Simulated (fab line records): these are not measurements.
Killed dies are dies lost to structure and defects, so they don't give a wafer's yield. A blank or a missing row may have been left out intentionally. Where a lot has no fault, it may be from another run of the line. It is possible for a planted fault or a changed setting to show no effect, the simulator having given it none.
2 desks looking at one fault ; flow sky130 ; numbers are kept per desk, each desk with only its own; the story behind them comes last

THE METROLOGY DESK
Means of the sampled wafers that have a number, per lot and without regard to the tool the lot ran on: this is what the gauges read. Marked OUT: a lot whose mean sits more than 4 standard deviations from the usual mean, which makes it out of limits; the brackets give that distance.
Columns: A = VIA2_W_RS at SKY_VIA2_RS_MEAS_22, usual 0.2743 ohm/sq; B = VIA2_W_THK at SKY_VIA2_THK_MEAS_23, usual 394 nm
lot;first seen here;A;B
L372;day 37 02:30;0.2739;400
L380;day 39 14:05;0.2732;396
L383;day 40 11:32;0.2773;389
L384;day 40 18:40;0.2752;392
L385;day 41 00:43;0.2760;395
L386;day 41 07:24;0.2726;395
This desk's finding: nothing out of limits on any of the 6 lots.

DESK OF THE TOOL OWNER: pvd sputter-02
At SKY_METAL3_SPUTTER_04 (material TiN, target thk 70 nm, time 58.3 s) the tool's own readings: per lot run on this tool, the mean of the sampled wafers that have a number. Marked OUT: a lot whose mean sits more than 4 standard deviations from the usual mean, which makes it out of limits; the brackets give that distance.
Columns: A = throttle valve pct at SKY_METAL3_SPUTTER_04, usual 30.6 %
lot;first seen here;A
L372;day 37 03:11;30.5
L383;day 40 12:07;30.5
L386;day 41 07:56;30.2
This desk's finding: nothing out of limits on any of the 3 lots.

PUT TOGETHER
From the metrology desk's view, nothing was out of limits.
Nothing out of limits was seen by the tool owner's desk.

WHAT THE SIMULATOR HAD PUT IN
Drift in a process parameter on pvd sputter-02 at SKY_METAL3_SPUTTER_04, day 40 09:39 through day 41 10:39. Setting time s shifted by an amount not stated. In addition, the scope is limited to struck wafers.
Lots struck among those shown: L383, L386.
